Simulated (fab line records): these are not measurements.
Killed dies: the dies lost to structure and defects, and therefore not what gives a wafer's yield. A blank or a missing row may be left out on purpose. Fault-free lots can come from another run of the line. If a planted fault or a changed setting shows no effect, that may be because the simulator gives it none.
fab line records :: flow sky130
[record]
  lots = 14
  wafers = 42
  lastDay = 50
route steps=708 shown POLY_GATE@235 SD_N@350 VIA1@458
lots that met no fault: taken from a fault-free run of the same line
startH: hours from the record's first day to the start of the lot's first wafer shown :: waitH: hours from the lot's prior step to this one :: " identical to the entry in the row above :: L1.1+2: a single row standing in for several wafers :: - value missing, or start not given :: * or withheld: withheld :: < > ~ a bound
route shown NAME@n: NAME is a module with steps in the file, n the number in the route of the first one :: usual: mean and standard deviation over wafers with no fault :: same: alike in all rows :: chamber/n: place in a boat :: sites: readings site by site :: _std_site: standard deviation across them :: _edge_site: inner sites' mean taken away from outer sites' mean :: radiusMm: for every site, how far away it sits from the centre of the wafer :: mask NAME#n: copy n :: behind: the last tool/chamber to shape the wafer :: hold: what put the lot on hold/how long, in hours/how the hold closed :: device: names the non-switching transistor (n, p or np) :: end of line: at the end of the route, the tests of the same wafers :: a step given without rows: its recipe and nothing more :: killed: count of dies lost to structure and defects at first sort (not the wafer's yield) :: map: dies across one wafer; x = killed, . = not, _ = none there
set.NAME: the setting as run; set.NAME@STEP: as run at that earlier step :: model.NAME: the simulator's own value behind a step, which no gauge read
a sample of lots followed through the steps of the route, with each step as a table and each wafer as a row
services: when a tool's chamber went out of use (startH, in hours from the record's first day, below 0 if earlier), for how many hours, and the reason
[[steps]]
[step SKY_POLY_GATE_THK_MEAS_21]
[recipe]
  reads = SiO2_of_POLY_GATE_OXIDATION_20
[usual]
  POLY_GATE_OXIDATION_THK = 4.04/0.067
lot.wafer: L656.4
tool: filmMetro-03
chamber: -
startH: 370.85
waitH: 0.0
POLY_GATE_OXIDATION_THK[nm]: 4.01

lot.wafer: L656.5
tool: filmMetro-03
chamber: -
startH: 370.85
waitH: 0.0
POLY_GATE_OXIDATION_THK[nm]: 4.06

lot.wafer: L656.6
tool: filmMetro-03
chamber: -
startH: 370.85
waitH: 0.0
POLY_GATE_OXIDATION_THK[nm]: 4.11

lot.wafer: L657.1
tool: filmMetro-04
chamber: -
startH: 382.74
waitH: 0.0
POLY_GATE_OXIDATION_THK[nm]: 4.05

lot.wafer: L657.4
tool: filmMetro-04
chamber: -
startH: 382.74
waitH: 0.0
POLY_GATE_OXIDATION_THK[nm]: 4.15

lot.wafer: L657.5
tool: filmMetro-04
chamber: -
startH: 382.74
waitH: 0.0
POLY_GATE_OXIDATION_THK[nm]: 4.07

lot.wafer: L658.1
tool: filmMetro-03
chamber: -
startH: 382.74
waitH: 0.0
POLY_GATE_OXIDATION_THK[nm]: 4.08

lot.wafer: L658.5
tool: filmMetro-03
chamber: -
startH: 382.74
waitH: 0.0
POLY_GATE_OXIDATION_THK[nm]: 4.14

lot.wafer: L658.6
tool: filmMetro-03
chamber: -
startH: 382.74
waitH: 0.0
POLY_GATE_OXIDATION_THK[nm]: 4.01

lot.wafer: L659.1
tool: filmMetro-03
chamber: -
startH: 397.75
waitH: 0.0
POLY_GATE_OXIDATION_THK[nm]: 4.04

lot.wafer: L659.3
tool: filmMetro-03
chamber: -
startH: 397.75
waitH: 0.0
POLY_GATE_OXIDATION_THK[nm]: 4.04

lot.wafer: L659.5
tool: filmMetro-03
chamber: -
startH: 397.75
waitH: 0.0
POLY_GATE_OXIDATION_THK[nm]: 4.02

lot.wafer: L660.2
tool: filmMetro-01
chamber: -
startH: 404.02
waitH: 0.0
POLY_GATE_OXIDATION_THK[nm]: 3.98

lot.wafer: L660.4
tool: filmMetro-01
chamber: -
startH: 404.02
waitH: 0.0
POLY_GATE_OXIDATION_THK[nm]: 4.11

lot.wafer: L660.5
tool: filmMetro-01
chamber: -
startH: 404.02
waitH: 0.0
POLY_GATE_OXIDATION_THK[nm]: 4.08

lot.wafer: L662.1
tool: filmMetro-01
chamber: -
startH: 427.66
waitH: 0.0
POLY_GATE_OXIDATION_THK[nm]: 4.11

lot.wafer: L662.3
tool: filmMetro-01
chamber: -
startH: 427.66
waitH: 0.0
POLY_GATE_OXIDATION_THK[nm]: 4.18

lot.wafer: L662.5
tool: filmMetro-01
chamber: -
startH: 427.66
waitH: 0.0
POLY_GATE_OXIDATION_THK[nm]: 4.10

lot.wafer: L665.1
tool: filmMetro-03
chamber: -
startH: 452.46
waitH: 0.0
POLY_GATE_OXIDATION_THK[nm]: 4.12

lot.wafer: L665.2
tool: filmMetro-03
chamber: -
startH: 452.46
waitH: 0.0
POLY_GATE_OXIDATION_THK[nm]: 4.16

lot.wafer: L665.3
tool: filmMetro-03
chamber: -
startH: 452.46
waitH: 0.0
POLY_GATE_OXIDATION_THK[nm]: 4.13

lot.wafer: L666.2
tool: filmMetro-03
chamber: -
startH: 456.27
waitH: 0.0
POLY_GATE_OXIDATION_THK[nm]: 4.08

lot.wafer: L666.3
tool: filmMetro-03
chamber: -
startH: 456.27
waitH: 0.0
POLY_GATE_OXIDATION_THK[nm]: 4.06

lot.wafer: L666.6
tool: filmMetro-03
chamber: -
startH: 456.27
waitH: 0.0
POLY_GATE_OXIDATION_THK[nm]: 4.04

lot.wafer: L674.1
tool: filmMetro-01
chamber: -
startH: 529.40
waitH: 0.0
POLY_GATE_OXIDATION_THK[nm]: 4.03

lot.wafer: L674.5
tool: filmMetro-01
chamber: -
startH: 529.40
waitH: 0.0
POLY_GATE_OXIDATION_THK[nm]: 3.99

lot.wafer: L674.6
tool: filmMetro-01
chamber: -
startH: 529.40
waitH: 0.0
POLY_GATE_OXIDATION_THK[nm]: 4.04

lot.wafer: L675.2
tool: filmMetro-03
chamber: -
startH: 535.18
waitH: 0.0
POLY_GATE_OXIDATION_THK[nm]: 4.00

lot.wafer: L675.4
tool: filmMetro-03
chamber: -
startH: 535.18
waitH: 0.0
POLY_GATE_OXIDATION_THK[nm]: 4.02

lot.wafer: L675.5
tool: filmMetro-03
chamber: -
startH: 535.18
waitH: 0.0
POLY_GATE_OXIDATION_THK[nm]: 4.07

lot.wafer: L676.1
tool: filmMetro-04
chamber: -
startH: 549.36
waitH: 0.0
POLY_GATE_OXIDATION_THK[nm]: 3.96

lot.wafer: L676.3
tool: filmMetro-04
chamber: -
startH: 549.36
waitH: 0.0
POLY_GATE_OXIDATION_THK[nm]: 3.94

lot.wafer: L676.4
tool: filmMetro-04
chamber: -
startH: 549.36
waitH: 0.0
POLY_GATE_OXIDATION_THK[nm]: 4.00

lot.wafer: L677.4
tool: filmMetro-01
chamber: -
startH: 556.68
waitH: 0.0
POLY_GATE_OXIDATION_THK[nm]: 4.16

lot.wafer: L677.5
tool: filmMetro-01
chamber: -
startH: 556.68
waitH: 0.0
POLY_GATE_OXIDATION_THK[nm]: 4.15

lot.wafer: L677.6
tool: filmMetro-01
chamber: -
startH: 556.68
waitH: 0.0
POLY_GATE_OXIDATION_THK[nm]: 4.13

lot.wafer: L678.1
tool: filmMetro-03
chamber: -
startH: 566.47
waitH: 0.0
POLY_GATE_OXIDATION_THK[nm]: 3.99

lot.wafer: L678.4
tool: filmMetro-03
chamber: -
startH: 566.47
waitH: 0.0
POLY_GATE_OXIDATION_THK[nm]: 3.92

lot.wafer: L678.6
tool: filmMetro-03
chamber: -
startH: 566.47
waitH: 0.0
POLY_GATE_OXIDATION_THK[nm]: 4.03

lot.wafer: L679.1
tool: filmMetro-01
chamber: -
startH: 570.52
waitH: 0.0
POLY_GATE_OXIDATION_THK[nm]: 3.93

lot.wafer: L679.4
tool: filmMetro-01
chamber: -
startH: 570.52
waitH: 0.0
POLY_GATE_OXIDATION_THK[nm]: 3.95

lot.wafer: L679.6
tool: filmMetro-01
chamber: -
startH: 570.52
waitH: 0.0
POLY_GATE_OXIDATION_THK[nm]: 4.06
[step SKY_SD_N_OVL_MEAS_08]
[usual]
  SD_N_OVL = -0.6/1.5
lot.wafer: L656.4
tool: overlay-01
chamber: -
startH: 643.33
waitH: 0.1
SD_N_OVL[nm]: 2.1

lot.wafer: L656.5
tool: overlay-01
chamber: -
startH: 643.33
waitH: 0.1
SD_N_OVL[nm]: 0.4

lot.wafer: L656.6
tool: overlay-01
chamber: -
startH: 643.33
waitH: 0.1
SD_N_OVL[nm]: 0.9

lot.wafer: L658.1
tool: overlay-01
chamber: -
startH: 658.38
waitH: 0.1
SD_N_OVL[nm]: -2.4

lot.wafer: L658.5
tool: overlay-01
chamber: -
startH: 658.38
waitH: 0.1
SD_N_OVL[nm]: -0.9

lot.wafer: L658.6
tool: overlay-01
chamber: -
startH: 658.38
waitH: 0.1
SD_N_OVL[nm]: -1.1

lot.wafer: L657.1
tool: overlay-02
chamber: -
startH: 658.49
waitH: 0.1
SD_N_OVL[nm]: -0.4

lot.wafer: L657.4
tool: overlay-02
chamber: -
startH: 658.49
waitH: 0.1
SD_N_OVL[nm]: -1.2

lot.wafer: L657.5
tool: overlay-02
chamber: -
startH: 658.49
waitH: 0.1
SD_N_OVL[nm]: 0.6

lot.wafer: L659.1
tool: overlay-01
chamber: -
startH: 670.57
waitH: 0.1
SD_N_OVL[nm]: 2.2

lot.wafer: L659.3
tool: overlay-01
chamber: -
startH: 670.57
waitH: 0.1
SD_N_OVL[nm]: 1.3

lot.wafer: L659.5
tool: overlay-01
chamber: -
startH: 670.57
waitH: 0.1
SD_N_OVL[nm]: 0.4

lot.wafer: L660.2
tool: overlay-01
chamber: -
startH: 674.37
waitH: 0.1
SD_N_OVL[nm]: 1.1

lot.wafer: L660.4
tool: overlay-01
chamber: -
startH: 674.37
waitH: 0.1
SD_N_OVL[nm]: 1.0

lot.wafer: L660.5
tool: overlay-01
chamber: -
startH: 674.37
waitH: 0.1
SD_N_OVL[nm]: 1.2

lot.wafer: L662.1
tool: overlay-02
chamber: -
startH: 700.27
waitH: 0.1
SD_N_OVL[nm]: -1.5

lot.wafer: L662.3
tool: overlay-02
chamber: -
startH: 700.27
waitH: 0.1
SD_N_OVL[nm]: -2.7

lot.wafer: L662.5
tool: overlay-02
chamber: -
startH: 700.27
waitH: 0.1
SD_N_OVL[nm]: -2.5

lot.wafer: L665.1
tool: overlay-02
chamber: -
startH: 723.07
waitH: 0.1
SD_N_OVL[nm]: -1.3

lot.wafer: L665.2
tool: overlay-02
chamber: -
startH: 723.07
waitH: 0.1
SD_N_OVL[nm]: -1.0

lot.wafer: L665.3
tool: overlay-02
chamber: -
startH: 723.07
waitH: 0.1
SD_N_OVL[nm]: 0.7

lot.wafer: L666.2
tool: overlay-01
chamber: -
startH: 726.09
waitH: 0.1
SD_N_OVL[nm]: -1.3

lot.wafer: L666.3
tool: overlay-01
chamber: -
startH: 726.09
waitH: 0.1
SD_N_OVL[nm]: -1.5

lot.wafer: L666.6
tool: overlay-01
chamber: -
startH: 726.09
waitH: 0.1
SD_N_OVL[nm]: -1.6

lot.wafer: L674.1
tool: overlay-02
chamber: -
startH: 788.89
waitH: 0.1
SD_N_OVL[nm]: 0.3

lot.wafer: L674.5
tool: overlay-02
chamber: -
startH: 788.89
waitH: 0.1
SD_N_OVL[nm]: -0.1

lot.wafer: L674.6
tool: overlay-02
chamber: -
startH: 788.89
waitH: 0.1
SD_N_OVL[nm]: 0.6

lot.wafer: L675.2
tool: overlay-01
chamber: -
startH: 794.50
waitH: 0.1
SD_N_OVL[nm]: -2.3

lot.wafer: L675.4
tool: overlay-01
chamber: -
startH: 794.50
waitH: 0.1
SD_N_OVL[nm]: -2.4

lot.wafer: L675.5
tool: overlay-01
chamber: -
startH: 794.50
waitH: 0.1
SD_N_OVL[nm]: -2.5

lot.wafer: L676.1
tool: overlay-02
chamber: -
startH: 805.64
waitH: 0.1
SD_N_OVL[nm]: -1.3

lot.wafer: L676.3
tool: overlay-02
chamber: -
startH: 805.64
waitH: 0.1
SD_N_OVL[nm]: 2.1

lot.wafer: L676.4
tool: overlay-02
chamber: -
startH: 805.64
waitH: 0.1
SD_N_OVL[nm]: -1.9

lot.wafer: L677.4
tool: overlay-02
chamber: -
startH: 812.75
waitH: 0.1
SD_N_OVL[nm]: -0.8

lot.wafer: L677.5
tool: overlay-02
chamber: -
startH: 812.75
waitH: 0.1
SD_N_OVL[nm]: 1.6

lot.wafer: L677.6
tool: overlay-02
chamber: -
startH: 812.75
waitH: 0.1
SD_N_OVL[nm]: 0.6

lot.wafer: L678.1
tool: overlay-01
chamber: -
startH: 821.22
waitH: 0.1
SD_N_OVL[nm]: -2.1

lot.wafer: L678.4
tool: overlay-01
chamber: -
startH: 821.22
waitH: 0.1
SD_N_OVL[nm]: -1.5

lot.wafer: L678.6
tool: overlay-01
chamber: -
startH: 821.22
waitH: 0.1
SD_N_OVL[nm]: -0.9

lot.wafer: L679.1
tool: overlay-01
chamber: -
startH: 823.44
waitH: 0.1
SD_N_OVL[nm]: 0.0

lot.wafer: L679.4
tool: overlay-01
chamber: -
startH: 823.44
waitH: 0.1
SD_N_OVL[nm]: -1.2

lot.wafer: L679.6
tool: overlay-01
chamber: -
startH: 823.44
waitH: 0.1
SD_N_OVL[nm]: 0.9
[step SKY_SD_N_TW_MEAS_12]
[usual]
  SD_N_TW = 3988/41
lot.wafer: L656.4
tool: filmMetro-04
chamber: -
startH: 643.78
waitH: 0.1
SD_N_TW: 3951

lot.wafer: L656.5
tool: filmMetro-04
chamber: -
startH: 643.78
waitH: 0.1
SD_N_TW: 3951

lot.wafer: L656.6
tool: filmMetro-04
chamber: -
startH: 643.78
waitH: 0.1
SD_N_TW: 3963

lot.wafer: L658.1
tool: filmMetro-01
chamber: -
startH: 658.82
waitH: 0.1
SD_N_TW: 4055

lot.wafer: L658.5
tool: filmMetro-01
chamber: -
startH: 658.82
waitH: 0.1
SD_N_TW: 4040

lot.wafer: L658.6
tool: filmMetro-01
chamber: -
startH: 658.82
waitH: 0.1
SD_N_TW: 4030

lot.wafer: L657.1
tool: filmMetro-04
chamber: -
startH: 658.93
waitH: 0.1
SD_N_TW: 3958

lot.wafer: L657.4
tool: filmMetro-04
chamber: -
startH: 658.93
waitH: 0.1
SD_N_TW: 3940

lot.wafer: L657.5
tool: filmMetro-04
chamber: -
startH: 658.93
waitH: 0.1
SD_N_TW: 3950

lot.wafer: L659.1
tool: filmMetro-04
chamber: -
startH: 671.03
waitH: 0.1
SD_N_TW: 3980

lot.wafer: L659.3
tool: filmMetro-04
chamber: -
startH: 671.03
waitH: 0.1
SD_N_TW: 3991

lot.wafer: L659.5
tool: filmMetro-04
chamber: -
startH: 671.03
waitH: 0.1
SD_N_TW: 3984

lot.wafer: L660.2
tool: filmMetro-01
chamber: -
startH: 674.81
waitH: 0.1
SD_N_TW: 4025

lot.wafer: L660.4
tool: filmMetro-01
chamber: -
startH: 674.81
waitH: 0.1
SD_N_TW: 4018

lot.wafer: L660.5
tool: filmMetro-01
chamber: -
startH: 674.81
waitH: 0.1
SD_N_TW: 4028

lot.wafer: L662.1
tool: filmMetro-01
chamber: -
startH: 700.70
waitH: 0.1
SD_N_TW: 4030

lot.wafer: L662.3
tool: filmMetro-01
chamber: -
startH: 700.70
waitH: 0.1
SD_N_TW: 4025

lot.wafer: L662.5
tool: filmMetro-01
chamber: -
startH: 700.70
waitH: 0.1
SD_N_TW: 4012

lot.wafer: L665.1
tool: filmMetro-01
chamber: -
startH: 723.50
waitH: 0.1
SD_N_TW: 4056

lot.wafer: L665.2
tool: filmMetro-01
chamber: -
startH: 723.50
waitH: 0.1
SD_N_TW: 4068

lot.wafer: L665.3
tool: filmMetro-01
chamber: -
startH: 723.50
waitH: 0.1
SD_N_TW: 4039

lot.wafer: L666.2
tool: filmMetro-03
chamber: -
startH: 726.53
waitH: 0.1
SD_N_TW: 3982

lot.wafer: L666.3
tool: filmMetro-03
chamber: -
startH: 726.53
waitH: 0.1
SD_N_TW: 3990

lot.wafer: L666.6
tool: filmMetro-03
chamber: -
startH: 726.53
waitH: 0.1
SD_N_TW: 3989

lot.wafer: L674.1
tool: filmMetro-04
chamber: -
startH: 789.32
waitH: 0.1
SD_N_TW: 3965

lot.wafer: L674.5
tool: filmMetro-04
chamber: -
startH: 789.32
waitH: 0.1
SD_N_TW: 3967

lot.wafer: L674.6
tool: filmMetro-04
chamber: -
startH: 789.32
waitH: 0.1
SD_N_TW: 3970

lot.wafer: L675.2
tool: filmMetro-04
chamber: -
startH: 794.94
waitH: 0.1
SD_N_TW: 3948

lot.wafer: L675.4
tool: filmMetro-04
chamber: -
startH: 794.94
waitH: 0.1
SD_N_TW: 3958

lot.wafer: L675.5
tool: filmMetro-04
chamber: -
startH: 794.94
waitH: 0.1
SD_N_TW: 3953

lot.wafer: L676.1
tool: filmMetro-03
chamber: -
startH: 806.08
waitH: 0.1
SD_N_TW: 3992

lot.wafer: L676.3
tool: filmMetro-03
chamber: -
startH: 806.08
waitH: 0.1
SD_N_TW: 4002

lot.wafer: L676.4
tool: filmMetro-03
chamber: -
startH: 806.08
waitH: 0.1
SD_N_TW: 4011

lot.wafer: L677.4
tool: filmMetro-03
chamber: -
startH: 813.20
waitH: 0.1
SD_N_TW: 3998

lot.wafer: L677.5
tool: filmMetro-03
chamber: -
startH: 813.20
waitH: 0.1
SD_N_TW: 4002

lot.wafer: L677.6
tool: filmMetro-03
chamber: -
startH: 813.20
waitH: 0.1
SD_N_TW: 4010

lot.wafer: L678.1
tool: filmMetro-03
chamber: -
startH: 821.65
waitH: 0.1
SD_N_TW: 3924

lot.wafer: L678.4
tool: filmMetro-03
chamber: -
startH: 821.65
waitH: 0.1
SD_N_TW: 3943

lot.wafer: L678.6
tool: filmMetro-03
chamber: -
startH: 821.65
waitH: 0.1
SD_N_TW: 3915

lot.wafer: L679.1
tool: filmMetro-03
chamber: -
startH: 823.87
waitH: 0.1
SD_N_TW: 3947

lot.wafer: L679.4
tool: filmMetro-03
chamber: -
startH: 823.87
waitH: 0.1
SD_N_TW: 3931

lot.wafer: L679.6
tool: filmMetro-03
chamber: -
startH: 823.87
waitH: 0.1
SD_N_TW: 3939
[step SKY_VIA1_HDPCVD_00]
[recipe]
  material = SiO2
  targetThkNm = 1030
  sigmaOpenFrac = 0.3
  timeS = 171.7
  tempC = 400
  sih4FlowSccm = 60
  pressureMtorr = 6
lot.wafer: L656.4+5+6
tool: hdpcvd-02
chamber: 0,2,1
startH: 761.23
waitH: 0.1

lot.wafer: L658.1+5+6
tool: hdpcvd-01
chamber: 0,1,0
startH: 776.55
waitH: 0.0

lot.wafer: L657.1+4+5
tool: hdpcvd-02
chamber: 2,1,2
startH: 777.90
waitH: 0.0

lot.wafer: L659.1+3+5
tool: hdpcvd-01
chamber: 1,0,1
startH: 788.95
waitH: 0.0

lot.wafer: L660.2+4+5
tool: hdpcvd-02
chamber: 2,0,2
startH: 791.18
waitH: 0.0

lot.wafer: L662.1+3+5
tool: hdpcvd-02
chamber: 0,2,1
startH: 815.19
waitH: 0.0

lot.wafer: L665.1+2+3
tool: hdpcvd-02
chamber: 1,0,2
startH: 838.36
waitH: 0.0

lot.wafer: L666.2+3+6
tool: hdpcvd-02
chamber: 1,0,2
startH: 840.98
waitH: 0.0

lot.wafer: L674.1+5+6
tool: hdpcvd-01
chamber: 1,2,0
startH: 900.63
waitH: 0.0

lot.wafer: L675.2+4+5
tool: hdpcvd-01
chamber: 0,2,1
startH: 906.21
waitH: 0.0

lot.wafer: L676.1+3+4
tool: hdpcvd-01
chamber: 2,0,2
startH: 917.15
waitH: 0.0

lot.wafer: L677.4+5+6
tool: hdpcvd-01
chamber: 2,0,1
startH: 924.70
waitH: 0.1

lot.wafer: L678.1+4+6
tool: hdpcvd-02
chamber: 0,0,2
startH: 931.86
waitH: 0.0

lot.wafer: L679.1+4+6
tool: hdpcvd-01
chamber: 0,0,1
startH: 934.44
waitH: 0.0
[step SKY_VIA1_THK_MEAS_01]
[recipe]
  reads = SiO2_of_VIA1_HDPCVD_00
[usual]
  VIA1_HDPCVD_THK = 1027/9.6
lot.wafer: L656.4
tool: filmMetro-04
chamber: -
startH: 761.32
waitH: 0.0
VIA1_HDPCVD_THK[nm]: 1047

lot.wafer: L656.5
tool: filmMetro-04
chamber: -
startH: 761.32
waitH: 0.0
VIA1_HDPCVD_THK[nm]: 1056

lot.wafer: L656.6
tool: filmMetro-04
chamber: -
startH: 761.32
waitH: 0.0
VIA1_HDPCVD_THK[nm]: 1048

lot.wafer: L658.1
tool: filmMetro-01
chamber: -
startH: 776.66
waitH: 0.1
VIA1_HDPCVD_THK[nm]: 1038

lot.wafer: L658.5
tool: filmMetro-01
chamber: -
startH: 776.66
waitH: 0.1
VIA1_HDPCVD_THK[nm]: 1030

lot.wafer: L658.6
tool: filmMetro-01
chamber: -
startH: 776.66
waitH: 0.1
VIA1_HDPCVD_THK[nm]: 1035

lot.wafer: L657.1
tool: filmMetro-01
chamber: -
startH: 778.01
waitH: 0.1
VIA1_HDPCVD_THK[nm]: 1027

lot.wafer: L657.4
tool: filmMetro-01
chamber: -
startH: 778.01
waitH: 0.1
VIA1_HDPCVD_THK[nm]: 1008

lot.wafer: L657.5
tool: filmMetro-01
chamber: -
startH: 778.01
waitH: 0.1
VIA1_HDPCVD_THK[nm]: 1033

lot.wafer: L659.1
tool: filmMetro-04
chamber: -
startH: 789.06
waitH: 0.1
VIA1_HDPCVD_THK[nm]: 1031

lot.wafer: L659.3
tool: filmMetro-04
chamber: -
startH: 789.06
waitH: 0.1
VIA1_HDPCVD_THK[nm]: 1037

lot.wafer: L659.5
tool: filmMetro-04
chamber: -
startH: 789.06
waitH: 0.1
VIA1_HDPCVD_THK[nm]: 1038

lot.wafer: L660.2
tool: filmMetro-04
chamber: -
startH: 791.30
waitH: 0.1
VIA1_HDPCVD_THK[nm]: 1021

lot.wafer: L660.4
tool: filmMetro-04
chamber: -
startH: 791.30
waitH: 0.1
VIA1_HDPCVD_THK[nm]: 1034

lot.wafer: L660.5
tool: filmMetro-04
chamber: -
startH: 791.30
waitH: 0.1
VIA1_HDPCVD_THK[nm]: 1032

lot.wafer: L662.1
tool: filmMetro-01
chamber: -
startH: 815.30
waitH: 0.1
VIA1_HDPCVD_THK[nm]: 1037

lot.wafer: L662.3
tool: filmMetro-01
chamber: -
startH: 815.30
waitH: 0.1
VIA1_HDPCVD_THK[nm]: 1037

lot.wafer: L662.5
tool: filmMetro-01
chamber: -
startH: 815.30
waitH: 0.1
VIA1_HDPCVD_THK[nm]: 1037

lot.wafer: L665.1
tool: filmMetro-04
chamber: -
startH: 838.48
waitH: 0.1
VIA1_HDPCVD_THK[nm]: 1031

lot.wafer: L665.2
tool: filmMetro-04
chamber: -
startH: 838.48
waitH: 0.1
VIA1_HDPCVD_THK[nm]: 791

lot.wafer: L665.3
tool: filmMetro-04
chamber: -
startH: 838.48
waitH: 0.1
VIA1_HDPCVD_THK[nm]: 1036

lot.wafer: L666.2
tool: filmMetro-01
chamber: -
startH: 841.11
waitH: 0.1
VIA1_HDPCVD_THK[nm]: 1029

lot.wafer: L666.3
tool: filmMetro-01
chamber: -
startH: 841.11
waitH: 0.1
VIA1_HDPCVD_THK[nm]: 799

lot.wafer: L666.6
tool: filmMetro-01
chamber: -
startH: 841.11
waitH: 0.1
VIA1_HDPCVD_THK[nm]: 1014

lot.wafer: L674.1
tool: filmMetro-01
chamber: -
startH: 900.75
waitH: 0.1
VIA1_HDPCVD_THK[nm]: 1026

lot.wafer: L674.5
tool: filmMetro-01
chamber: -
startH: 900.75
waitH: 0.1
VIA1_HDPCVD_THK[nm]: 1021

lot.wafer: L674.6
tool: filmMetro-01
chamber: -
startH: 900.75
waitH: 0.1
VIA1_HDPCVD_THK[nm]: 1024

lot.wafer: L675.2
tool: filmMetro-04
chamber: -
startH: 906.33
waitH: 0.1
VIA1_HDPCVD_THK[nm]: 1024

lot.wafer: L675.4
tool: filmMetro-04
chamber: -
startH: 906.33
waitH: 0.1
VIA1_HDPCVD_THK[nm]: 1023

lot.wafer: L675.5
tool: filmMetro-04
chamber: -
startH: 906.33
waitH: 0.1
VIA1_HDPCVD_THK[nm]: 1026

lot.wafer: L676.1
tool: filmMetro-01
chamber: -
startH: 917.26
waitH: 0.1
VIA1_HDPCVD_THK[nm]: 1023

lot.wafer: L676.3
tool: filmMetro-01
chamber: -
startH: 917.26
waitH: 0.1
VIA1_HDPCVD_THK[nm]: 1022

lot.wafer: L676.4
tool: filmMetro-01
chamber: -
startH: 917.26
waitH: 0.1
VIA1_HDPCVD_THK[nm]: 1014

lot.wafer: L677.4
tool: filmMetro-04
chamber: -
startH: 924.79
waitH: 0.0
VIA1_HDPCVD_THK[nm]: 1006

lot.wafer: L677.5
tool: filmMetro-04
chamber: -
startH: 924.79
waitH: 0.0
VIA1_HDPCVD_THK[nm]: 1024

lot.wafer: L677.6
tool: filmMetro-04
chamber: -
startH: 924.79
waitH: 0.0
VIA1_HDPCVD_THK[nm]: 1012

lot.wafer: L678.1
tool: filmMetro-04
chamber: -
startH: 931.97
waitH: 0.1
VIA1_HDPCVD_THK[nm]: 1031

lot.wafer: L678.4
tool: filmMetro-04
chamber: -
startH: 931.97
waitH: 0.1
VIA1_HDPCVD_THK[nm]: 1033

lot.wafer: L678.6
tool: filmMetro-04
chamber: -
startH: 931.97
waitH: 0.1
VIA1_HDPCVD_THK[nm]: 1031

lot.wafer: L679.1
tool: filmMetro-04
chamber: -
startH: 934.56
waitH: 0.1
VIA1_HDPCVD_THK[nm]: 1025

lot.wafer: L679.4
tool: filmMetro-04
chamber: -
startH: 934.56
waitH: 0.1
VIA1_HDPCVD_THK[nm]: 1015

lot.wafer: L679.6
tool: filmMetro-04
chamber: -
startH: 934.56
waitH: 0.1
VIA1_HDPCVD_THK[nm]: 1010
[[services]]
tool: hdpcvd-02
chamber: 2
startH: 764.47
hours: 9.7
kind: repair

tool: hdpcvd-01
chamber: -
startH: 766.29
hours: 6.0
kind: pm

tool: hdpcvd-02
chamber: 0
startH: 779.52
hours: 6.1
kind: repair

tool: hdpcvd-02
chamber: 2
startH: 828.94
hours: 3.7
kind: repair

tool: hdpcvd-02
chamber: 2
startH: 887.04
hours: 15.1
kind: repair

tool: hdpcvd-02
chamber: -
startH: 916.83
hours: 1.4
kind: repair
[[key]]
[firstSign]
  step = SKY_VIA1_THK_MEAS_01
  reading = VIA1_HDPCVD_THK
  direction = down
  sigmas = 24
  usual = 1027
  struck = 795
effect none on later readings
metAt SKY_VIA1_HDPCVD_00
struckLots L665,L666
struckWafers L665.2,L666.3
sortLeftOut L665.2,L666.3
notActingAt SKY_POLY_GATE_THK_MEAS_21,SKY_SD_N_OVL_MEAS_08,SKY_SD_N_TW_MEAS_12
onsetBetween 815.19 838.36
[fault]
  kind = processParameterDrift
  tool = hdpcvd-02
  chamber = 0
  onsetH = 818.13
  steps = SKY_VIA1_HDPCVD_00
  channel = targetThkNm
  offset = -231.93
  shape = step
  endH = 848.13
  actsIn = theseRecipesOnly
  stated = 1030
// sortLeftOut: the simulated sort isn't trusted on such a fault, so these wafers' sort isn't shown, and their yield isn't known
